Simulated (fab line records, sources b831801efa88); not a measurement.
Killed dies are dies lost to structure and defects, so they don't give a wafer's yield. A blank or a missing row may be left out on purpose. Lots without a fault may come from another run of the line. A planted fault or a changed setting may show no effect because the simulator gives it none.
Which tool did it? | flow sky130 | 11 lots, 33 wafers sampled, at 3 steps of a route of 708

WHAT THE GAUGES READ, wafer by wafer
SKY_VT_ADJUST_HVTP_OVL_MEAS_08. Usual: VT_ADJUST_HVTP_OVL 0.0 nm, standard deviation 1.5.
lot  | measured     | on         | VT_ADJUST_HVTP_OVL (nm) | flag
L403 | day 5 23:02  | overlay-02 | -1.7 0.9 -0.7           |
L406 | day 6 16:08  | overlay-01 | 1.2 1.5 2.1             |
L408 | day 7 11:46  | overlay-02 | -2.2 0.3 0.5            |
L410 | day 7 20:44  | overlay-01 | 1.5 1.7 0.4             |
L415 | day 9 01:50  | overlay-02 | 0.6 0.6 0.5             |
L416 | day 9 09:55  | overlay-01 | 0.4 0.8 2.3             |
L419 | day 10 09:05 | overlay-01 | 3.0 1.5 2.3             |
L421 | day 10 16:08 | overlay-01 | -0.4 -0.2 -0.9          |
L422 | day 11 01:32 | overlay-02 | -1.2 -1.8 -0.5          |
L425 | day 11 17:25 | overlay-02 | -0.9 -0.7 -2.0          |
L426 | day 12 03:14 | overlay-02 | 0.2 1.1 0.1             |

SKY_VT_ADJUST_HVTR_OVL_MEAS_08. Usual: VT_ADJUST_HVTR_OVL -0.7 nm, standard deviation 1.4.
lot  | measured     | on         | VT_ADJUST_HVTR_OVL (nm) | flag
L403 | day 9 05:55  | overlay-01 | -2.0 -0.1 0.3           |
L406 | day 10 02:04 | overlay-02 | -2.0 -0.4 -2.9          |
L408 | day 11 01:34 | overlay-01 | -1.8 -0.1 -1.5          |
L410 | day 11 10:52 | overlay-01 | -0.8 -1.8 -3.4          |
L415 | day 12 21:14 | overlay-01 | -1.2 -0.6 0.6           |
L416 | day 13 05:43 | overlay-01 | -1.7 -0.7 0.4           |
L419 | day 14 07:54 | overlay-02 | -0.7 -0.5 -1.0          |
L421 | day 14 16:25 | overlay-02 | -0.9 0.6 -2.2           |
L422 | day 15 04:28 | overlay-02 | -1.1 -1.6 -0.3          |
L425 | day 15 23:37 | overlay-01 | -2.5 -2.2 -2.9          |
L426 | day 16 10:20 | overlay-02 | -1.6 -0.1 -1.4          |

SKY_POLY_GATE_CD_MEAS_22. Usual: cd_nm 149.7 nm, standard deviation 1.4.
lot  | measured     | on        | cd_nm (nm)        | flag
L403 | day 16 04:08 | cd_sem-02 | 148.2 149.4 149.4 |
L406 | day 16 23:28 | cd_sem-02 | 150.5 148.6 150.7 |
L408 | day 19 07:04 | cd_sem-02 | 149.6 149.8 151.1 |
L410 | day 19 07:04 | cd_sem-01 | 151.3 149.8 150.0 |
L415 | day 20 14:25 | cd_sem-02 | 148.3 149.4 148.9 |
L416 | day 21 03:11 | cd_sem-01 | 146.0 149.7 145.8 |
L419 | day 22 13:47 | cd_sem-02 | 150.2 148.7 149.4 |
L421 | day 22 19:29 | cd_sem-01 | 151.4 152.9 152.6 |
L422 | day 23 06:46 | cd_sem-02 | 148.3 149.7 151.3 |
L425 | day 24 04:35 | cd_sem-02 | 149.4 151.1 149.6 |
L426 | day 24 15:26 | cd_sem-01 | 149.1 149.3 148.3 |

WHICH TOOL RAN EACH LOT (tool, then ch and the chambers of the sampled wafers, then the start)
The record holds no process step before these readings.

WHAT THE TOOLS THEMSELVES READ (means of the sampled wafers that have a number; where no wafer has one, the mark that the record gives instead)
The record holds no such reading with a usual standard deviation.

THE ANSWER, worked out from the rows above alone
Rule: a lot is off if the mean of its wafers that have a number lies more than 3 standard deviations from the usual mean. A lot without any number at a reading at which 4 lots or more have one is off too. The other lots that the step has rows for count as sound. The gauges are gone through in route order, then the tools' own readings, and for those a lot's mean is taken as printed above. The first step at which some lot is off is used, and at that step the reading that is off furthest; a lot without a number counts as furthest.
No lot is off at any reading shown: from this, nothing can be told.

WHAT THE SIMULATOR HAD PUT IN
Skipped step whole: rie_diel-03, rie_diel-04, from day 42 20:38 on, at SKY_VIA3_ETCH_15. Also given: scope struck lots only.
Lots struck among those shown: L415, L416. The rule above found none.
